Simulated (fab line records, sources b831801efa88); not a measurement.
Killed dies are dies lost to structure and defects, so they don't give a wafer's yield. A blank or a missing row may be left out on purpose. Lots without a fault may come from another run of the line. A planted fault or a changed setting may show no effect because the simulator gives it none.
Problem report in the 8D (eight disciplines) form, filled by code | flow sky130 | the parts of the form that need people (team, actions taken, sign-off) are left out

1. THE PROBLEM
RES_XHIGH_TW at SKY_RES_XHIGH_TW_MEAS_09 reads a mean of 30 on 6 wafers of 2 lots; wafers without a fault read 1640 with a standard deviation of 11. That is -99 or more standard deviations from the usual mean.
First seen on wafer L706.1, day 29 18:35, on film_metro-02. The record holds 42 wafers of 14 lots with a number at this step. Rule for "out", or "out of limits": more than 4 standard deviations from the usual mean. The other wafers with a number count as sound.

2. WHAT IT IS AND WHAT IT IS NOT
question                    | is                           | is not
which readings at this step | RES_XHIGH_TW                 | -
which lots                  | L706, L707                   | L698, L702, L710, L711, L712, L714, L715, L716, L717, L718, L720, L721
which wafers of those lots  | all that have a number       | -
read on which gauges        | film_metro-02, film_metro-03 | film_metro-01
when                        | from day 29 18:35            | up to then (6 sound wafers); but 30 sound wafers of L710, L711, L712, L714, L715, L716, L717, L718, L720, L721 came after

3. SUSPECTS, AND WHAT RULES EACH OUT
Counting: a tool at a process step up to the reading stays a suspect if it ran every lot that is out and no sound lot after the first of them.
- the gauge at SKY_RES_XHIGH_TW_MEAS_09: ruled out. The wafers that are out were read on 2 gauges (film_metro-02, film_metro-03).
- plasma_asher-01 at SKY_SD_P_STRIP_10 (strips in O2/N2): ruled out as a lasting fault. Sound lots L710, L712, L714, L717, L718, L720, L721 ran on it after its first lot that is out, L706 (day 28 14:35).
Left after counting: nothing in the record.

4. THE CAUSE (what the simulator had put in)
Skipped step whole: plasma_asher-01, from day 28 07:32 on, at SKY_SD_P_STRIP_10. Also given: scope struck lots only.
Counting ruled it out, wrongly: the rule takes a fault to strike every lot that its tool runs from its start on, and this one did not.

5. THE CHAIN OF EFFECTS, in route order
Each row: a reading whose mean over the struck wafers that have a number lies more than 3 standard deviations from the usual. Only readings for which the record gives a usual standard deviation are gone through. hours: the time from each lot's start at the first step in this table that gives one to its start at this step, as a median over the lots. sigmas: the change in usual standard deviations.
hours | step                     | reading                  | usual   | on struck wafers | change | sigmas
0     | SKY_RES_XHIGH_STRIP_08   | strip_time_to_endpoint_s | 14.26 s | 31.38            | +17.12 | +99 or more
0     | SKY_RES_XHIGH_TW_MEAS_09 | RES_XHIGH_TW             | 1640    | 30               | -1610  | -99 or more
The process steps in it:
- SKY_RES_XHIGH_STRIP_08: strips in O2/N2.
Readings that are blank on the struck wafers while sound wafers have them: chamber_pressure_mTorr at SKY_SD_P_STRIP_10; drypump_motor_current_A at SKY_SD_P_STRIP_10; oes_product_au at SKY_SD_P_STRIP_10; strip_time_to_endpoint_s at SKY_SD_P_STRIP_10.
Later measuring or inspecting steps at which every struck wafer that the step has a row for has a number for every such reading, and none has moved that far: SKY_METAL1_RS_MEAS_05.

6. WHAT WOULD HAVE CAUGHT IT SOONER
In this record the first reading out of limits at a measuring or inspecting step was taken at day 29 18:35, 35 hours after the fault began at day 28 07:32.
At SKY_SD_P_STRIP_10 the tool's readings are blank on the struck wafers, where sound wafers have them: an empty tool record is the first sign, and it was there at once.
